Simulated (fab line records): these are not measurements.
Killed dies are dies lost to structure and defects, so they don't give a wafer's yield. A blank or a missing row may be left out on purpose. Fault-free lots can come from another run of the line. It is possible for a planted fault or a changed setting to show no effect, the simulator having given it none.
fab line records + flow sky130
record:
- lots: 15
- wafers: 45
- lastDay: 51
route steps=708 shown RES_PROTECT@211 POLY_GATE@236 LDD_P@263 LDD_HVN@277
lots that met no fault: taken from a fault-free run of the same line
startH: hours from the record's first day to the start of the lot's first wafer shown + waitH: hours elapsed since this lot's preceding step + " same as the row above + L1.1+2: a row that stands for several wafers + - value missing, or start not given + * or withheld: withheld + < > ~ a bound
route shown NAME@n: a module of which the file shows steps, and the number in the route of the first + usual: average and standard deviation across the fault-free wafers + same: alike in all rows + chamber/n: place in a boat + sites: readings site by site + _std_site: their standard deviation + _edge_site: inner sites' mean taken away from outer sites' mean + radiusMm: for every site, how far away it sits from the centre of the wafer + mask NAME#n: copy n + behind: the most recent tool/chamber to have shaped the wafer + hold: cause of the lot's hold/its duration in hours/its outcome + device: which transistor (n, p or np) failed to switch + end of line: the same wafers' tests at the end of the route + a step without rows: its recipe alone + killed: at the first sort, the dies lost to defects and structure; wafer yield is something else + map: shows each die of a wafer: x if killed, . if not, _ if none is there
set.NAME: the run value of the setting; set.NAME@STEP: its run value at that earlier step + model.NAME: the simulator's own value behind a step, which no gauge read
a sample of lots followed through the steps of the route, with each step as a table and each wafer as a row
services: from which hour (startH, from the record's first day; less than 0 if before it) a tool's chamber was out of use, for how many hours, and why
== steps ==
step: SKY_RES_PROTECT_PEB_05
recipe:
- tempC: withheld
- timeS: *
- resist: NOVOLAK
usual:
- chillPlateTempC: *
- exhaustPa: 45.0/0.86
| lot.wafer | tool          | chamber | startH | waitH | chillPlateTempC | exhaustPa |
|-----------|---------------|---------|--------|-------|-----------------|-----------|
| L336.4    | lithoTrack-03 | 0       | 344.86 | -     | *               | 45.3      |
| L336.5    | "             | 0       | "      | "     | *               | 45.6      |
| L336.6    | "             | 0       | "      | "     | *               | 46.6      |
| L337.1    | lithoTrack-01 | 0       | 352.03 | -     | *               | 46.3      |
| L337.2    | "             | 0       | "      | "     | *               | 45.9      |
| L337.5    | "             | 0       | "      | "     | *               | 46.0      |
| L339.3    | lithoTrack-03 | 0       | 369.78 | -     | *               | 43.4      |
| L339.4    | "             | 0       | "      | "     | *               | 43.9      |
| L339.6    | "             | 0       | "      | "     | *               | 43.9      |
| L341.1    | lithoTrack-03 | 0       | 398.23 | -     | *               | 44.6      |
| L341.4    | "             | 0       | "      | "     | *               | 43.8      |
| L341.5    | "             | 0       | "      | "     | *               | 44.0      |
| L342.3    | lithoTrack-04 | 0       | 398.67 | -     | *               | 46.4      |
| L342.5    | "             | 0       | "      | "     | *               | 46.0      |
| L342.6    | "             | 0       | "      | "     | *               | 45.4      |
| L345.1    | lithoTrack-04 | -       | 429.02 | -     | -               | -         |
| L345.3    | "             | -       | "      | "     | -               | -         |
| L345.5    | "             | -       | "      | "     | -               | -         |
| L347.1    | lithoTrack-01 | -       | 437.43 | -     | -               | -         |
| L347.3    | "             | -       | "      | "     | -               | -         |
| L347.6    | "             | -       | "      | "     | -               | -         |
| L346.1    | lithoTrack-01 | -       | 442.93 | -     | -               | -         |
| L346.2    | "             | -       | "      | "     | -               | -         |
| L346.4    | "             | -       | "      | "     | -               | -         |
| L351.2    | lithoTrack-04 | 0       | 489.54 | -     | *               | 44.2      |
| L351.3    | "             | 0       | "      | "     | *               | 43.6      |
| L351.4    | "             | 0       | "      | "     | *               | 44.1      |
| L352.2    | lithoTrack-01 | 0       | 491.80 | -     | *               | 44.5      |
| L352.3    | "             | 0       | "      | "     | *               | 46.0      |
| L352.5    | "             | 0       | "      | "     | *               | 45.0      |
| L354.2    | lithoTrack-03 | 0       | 503.76 | -     | *               | 44.0      |
| L354.3    | "             | 0       | "      | "     | *               | 43.6      |
| L354.6    | "             | 0       | "      | "     | *               | 44.3      |
| L355.1    | lithoTrack-04 | 0       | 514.01 | -     | *               | 45.2      |
| L355.2    | "             | 0       | "      | "     | *               | 44.5      |
| L355.3    | "             | 0       | "      | "     | *               | 44.6      |
| L356.1    | lithoTrack-04 | 0       | 520.11 | -     | *               | 45.4      |
| L356.5    | "             | 0       | "      | "     | *               | 43.8      |
| L356.6    | "             | 0       | "      | "     | *               | 45.2      |
| L358.1    | lithoTrack-03 | 0       | 553.93 | -     | *               | 45.6      |
| L358.4    | "             | 0       | "      | "     | *               | 46.5      |
| L358.5    | "             | 0       | "      | "     | *               | 45.8      |
| L357.1    | lithoTrack-03 | 0       | 558.48 | -     | *               | 46.6      |
| L357.2    | "             | 0       | "      | "     | *               | 45.4      |
| L357.6    | "             | 0       | "      | "     | *               | 45.3      |
step: SKY_POLY_GATE_CD_MEAS_22
usual:
- cdNm: 151.3/1.7
| lot.wafer | tool     | chamber | startH | waitH | cdNm  |
|-----------|----------|---------|--------|-------|-------|
| L336.4    | cdSem-01 | -       | 380.07 | 0.1   | 151.0 |
| L336.5    | "        | -       | "      | "     | 150.7 |
| L336.6    | "        | -       | "      | "     | 151.4 |
| L337.1    | cdSem-01 | -       | 383.80 | 0.1   | 151.7 |
| L337.2    | "        | -       | "      | "     | 152.2 |
| L337.5    | "        | -       | "      | "     | 149.0 |
| L339.3    | cdSem-02 | -       | 410.65 | 0.1   | 149.8 |
| L339.4    | "        | -       | "      | "     | 151.5 |
| L339.6    | "        | -       | "      | "     | 152.5 |
| L341.1    | cdSem-01 | -       | 432.79 | 0.1   | 149.9 |
| L341.4    | "        | -       | "      | "     | 148.9 |
| L341.5    | "        | -       | "      | "     | 150.6 |
| L342.3    | cdSem-02 | -       | 433.00 | 0.1   | 149.9 |
| L342.5    | "        | -       | "      | "     | 150.3 |
| L342.6    | "        | -       | "      | "     | 153.8 |
| L345.1    | cdSem-01 | -       | 464.87 | 0.1   | 154.9 |
| L345.3    | "        | -       | "      | "     | 153.0 |
| L345.5    | "        | -       | "      | "     | 152.0 |
| L347.1    | cdSem-01 | -       | 473.72 | 0.1   | 150.7 |
| L347.3    | "        | -       | "      | "     | 151.8 |
| L347.6    | "        | -       | "      | "     | 151.5 |
| L346.1    | cdSem-01 | -       | 478.37 | 0.1   | 151.4 |
| L346.2    | "        | -       | "      | "     | 149.8 |
| L346.4    | "        | -       | "      | "     | 152.0 |
| L351.2    | cdSem-02 | -       | 524.65 | 0.1   | 154.6 |
| L351.3    | "        | -       | "      | "     | 153.6 |
| L351.4    | "        | -       | "      | "     | 152.7 |
| L352.2    | cdSem-01 | -       | 528.20 | 0.1   | 151.4 |
| L352.3    | "        | -       | "      | "     | 150.6 |
| L352.5    | "        | -       | "      | "     | 151.7 |
| L354.2    | cdSem-01 | -       | 539.07 | 0.1   | 148.1 |
| L354.3    | "        | -       | "      | "     | 148.4 |
| L354.6    | "        | -       | "      | "     | 146.9 |
| L355.1    | cdSem-02 | -       | 548.22 | 0.1   | 155.4 |
| L355.2    | "        | -       | "      | "     | 155.9 |
| L355.3    | "        | -       | "      | "     | 152.5 |
| L356.1    | cdSem-02 | -       | 555.18 | 0.1   | 150.7 |
| L356.5    | "        | -       | "      | "     | 151.9 |
| L356.6    | "        | -       | "      | "     | 151.3 |
| L358.1    | cdSem-01 | -       | 587.02 | 0.1   | 151.5 |
| L358.4    | "        | -       | "      | "     | 149.9 |
| L358.5    | "        | -       | "      | "     | 151.3 |
| L357.1    | cdSem-02 | -       | 618.57 | 0.1   | 150.7 |
| L357.2    | "        | -       | "      | "     | 148.2 |
| L357.6    | "        | -       | "      | "     | 151.0 |
step: SKY_LDD_P_OVL_MEAS_08
usual:
- LDD_P_OVL: 0.6/1.4
| lot.wafer | tool       | chamber | startH | waitH | LDD_P_OVL[nm] |
|-----------|------------|---------|--------|-------|---------------|
| L336.4    | overlay-02 | -       | 441.87 | 0.1   | -1.0          |
| L336.5    | "          | -       | "      | "     | -0.7          |
| L336.6    | "          | -       | "      | "     | 0.5           |
| L337.1    | overlay-01 | -       | 445.25 | 0.1   | 1.7           |
| L337.2    | "          | -       | "      | "     | 3.1           |
| L337.5    | "          | -       | "      | "     | 2.9           |
| L339.3    | overlay-02 | -       | 473.91 | 0.1   | 1.4           |
| L339.4    | "          | -       | "      | "     | 0.4           |
| L339.6    | "          | -       | "      | "     | 1.0           |
| L341.1    | overlay-02 | -       | 495.93 | 0.1   | 2.3           |
| L341.4    | "          | -       | "      | "     | 3.5           |
| L341.5    | "          | -       | "      | "     | 2.4           |
| L342.3    | overlay-01 | -       | 496.24 | 0.1   | -0.6          |
| L342.5    | "          | -       | "      | "     | 0.4           |
| L342.6    | "          | -       | "      | "     | -2.8          |
| L345.1    | overlay-01 | -       | 527.93 | 0.1   | 0.9           |
| L345.3    | "          | -       | "      | "     | 0.6           |
| L345.5    | "          | -       | "      | "     | 2.1           |
| L347.1    | overlay-02 | -       | 536.35 | 0.1   | -0.2          |
| L347.3    | "          | -       | "      | "     | -0.8          |
| L347.6    | "          | -       | "      | "     | -1.0          |
| L346.1    | overlay-02 | -       | 541.88 | 0.1   | -2.0          |
| L346.2    | "          | -       | "      | "     | 0.0           |
| L346.4    | "          | -       | "      | "     | -1.0          |
| L351.2    | overlay-01 | -       | 585.11 | 0.1   | 0.7           |
| L351.3    | "          | -       | "      | "     | 3.0           |
| L351.4    | "          | -       | "      | "     | 1.7           |
| L352.2    | overlay-01 | -       | 589.81 | 0.1   | -2.5          |
| L352.3    | "          | -       | "      | "     | 0.4           |
| L352.5    | "          | -       | "      | "     | -1.9          |
| L354.2    | overlay-01 | -       | 598.76 | 0.1   | 0.5           |
| L354.3    | "          | -       | "      | "     | -1.4          |
| L354.6    | "          | -       | "      | "     | -0.9          |
| L355.1    | overlay-01 | -       | 608.33 | 0.1   | -1.9          |
| L355.2    | "          | -       | "      | "     | -1.1          |
| L355.3    | "          | -       | "      | "     | 1.3           |
| L356.1    | overlay-01 | -       | 615.10 | 0.1   | 1.7           |
| L356.5    | "          | -       | "      | "     | -1.3          |
| L356.6    | "          | -       | "      | "     | 2.6           |
| L358.1    | overlay-01 | -       | 646.03 | 0.1   | -0.6          |
| L358.4    | "          | -       | "      | "     | 0.6           |
| L358.5    | "          | -       | "      | "     | 1.2           |
| L357.1    | overlay-01 | -       | 676.50 | 0.1   | 0.8           |
| L357.2    | "          | -       | "      | "     | -2.2          |
| L357.6    | "          | -       | "      | "     | -0.4          |
step: SKY_LDD_HVN_TW_MEAS_10
usual:
- LDD_HVN_TW: 1448/9.3
| lot.wafer | tool         | chamber | startH | waitH | LDD_HVN_TW |
|-----------|--------------|---------|--------|-------|------------|
| L336.4    | filmMetro-01 | -       | 473.40 | 0.1   | 1463       |
| L336.5    | "            | -       | "      | "     | 1469       |
| L336.6    | "            | -       | "      | "     | 1465       |
| L337.1    | filmMetro-02 | -       | 476.96 | 0.1   | 1438       |
| L337.2    | "            | -       | "      | "     | 1437       |
| L337.5    | "            | -       | "      | "     | 1428       |
| L339.3    | filmMetro-01 | -       | 504.94 | 0.1   | 1454       |
| L339.4    | "            | -       | "      | "     | 1456       |
| L339.6    | "            | -       | "      | "     | 1451       |
| L341.1    | filmMetro-02 | -       | 527.51 | 0.1   | 1438       |
| L341.4    | "            | -       | "      | "     | 1436       |
| L341.5    | "            | -       | "      | "     | 1438       |
| L342.3    | filmMetro-01 | -       | 528.17 | 0.1   | 1462       |
| L342.5    | "            | -       | "      | "     | 1454       |
| L342.6    | "            | -       | "      | "     | 1455       |
| L345.1    | filmMetro-04 | -       | 559.56 | 0.1   | 1457       |
| L345.3    | "            | -       | "      | "     | 1456       |
| L345.5    | "            | -       | "      | "     | 1461       |
| L347.1    | filmMetro-02 | -       | 567.71 | 0.1   | 1432       |
| L347.3    | "            | -       | "      | "     | 1449       |
| L347.6    | "            | -       | "      | "     | 1444       |
| L346.1    | filmMetro-01 | -       | 573.10 | 0.1   | 1449       |
| L346.2    | "            | -       | "      | "     | 1452       |
| L346.4    | "            | -       | "      | "     | 1457       |
| L351.2    | filmMetro-02 | -       | 614.63 | 0.1   | 1446       |
| L351.3    | "            | -       | "      | "     | 1439       |
| L351.4    | "            | -       | "      | "     | 1455       |
| L352.2    | filmMetro-01 | -       | 619.97 | 0.1   | 1457       |
| L352.3    | "            | -       | "      | "     | 1466       |
| L352.5    | "            | -       | "      | "     | 1455       |
| L354.2    | filmMetro-04 | -       | 628.78 | 0.1   | 1438       |
| L354.3    | "            | -       | "      | "     | 1442       |
| L354.6    | "            | -       | "      | "     | 1443       |
| L355.1    | filmMetro-04 | -       | 638.18 | 0.1   | 1440       |
| L355.2    | "            | -       | "      | "     | 1443       |
| L355.3    | "            | -       | "      | "     | 1449       |
| L356.1    | filmMetro-01 | -       | 644.75 | 0.1   | 1450       |
| L356.5    | "            | -       | "      | "     | 1454       |
| L356.6    | "            | -       | "      | "     | 1451       |
| L358.1    | filmMetro-02 | -       | 674.77 | 0.1   | 1454       |
| L358.4    | "            | -       | "      | "     | 1448       |
| L358.5    | "            | -       | "      | "     | 1453       |
| L357.1    | filmMetro-02 | -       | 705.41 | 0.1   | 1453       |
| L357.2    | "            | -       | "      | "     | 1452       |
| L357.6    | "            | -       | "      | "     | 1443       |
== services ==
| tool          | chamber | startH | hours | kind                     |
|---------------|---------|--------|-------|--------------------------|
| lithoTrack-04 | -       | 439.55 | -     | consumableReplace:filter |
== key ==
firstSign:
- step: SKY_RES_PROTECT_PEB_05
- reading: toolRecord
- direction: missing
effect none on later readings
metAt SKY_RES_PROTECT_PEB_05
struckLots L345,L346,L347
sortLeftOut L345.1,L345.3,L345.5,L346.1,L346.2,L346.4,L347.1,L347.3,L347.6
testerLeftOut L345,L346,L347
notActingAt SKY_POLY_GATE_CD_MEAS_22,SKY_LDD_P_OVL_MEAS_08,SKY_LDD_HVN_TW_MEAS_10
onsetBetween 398.67 429.02
fault:
- kind: skippedStepWhole
- tool: lithoTrack-01,lithoTrack-04
- chamber: -
- onsetH: 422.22
- steps: SKY_RES_PROTECT_PEB_05
- scope: struckLotsOnly
testerLeftOut: of these lots the tester's yield and bins aren't shown, on N5 and GAA mostly nor the transistor test; their killed dies are dies lost to structure and defects alone, not to doping, threshold or leakage, so they don't give the yield
sortLeftOut: the simulated sort isn't trusted on such a fault, so these wafers' sort isn't shown, and their yield isn't known
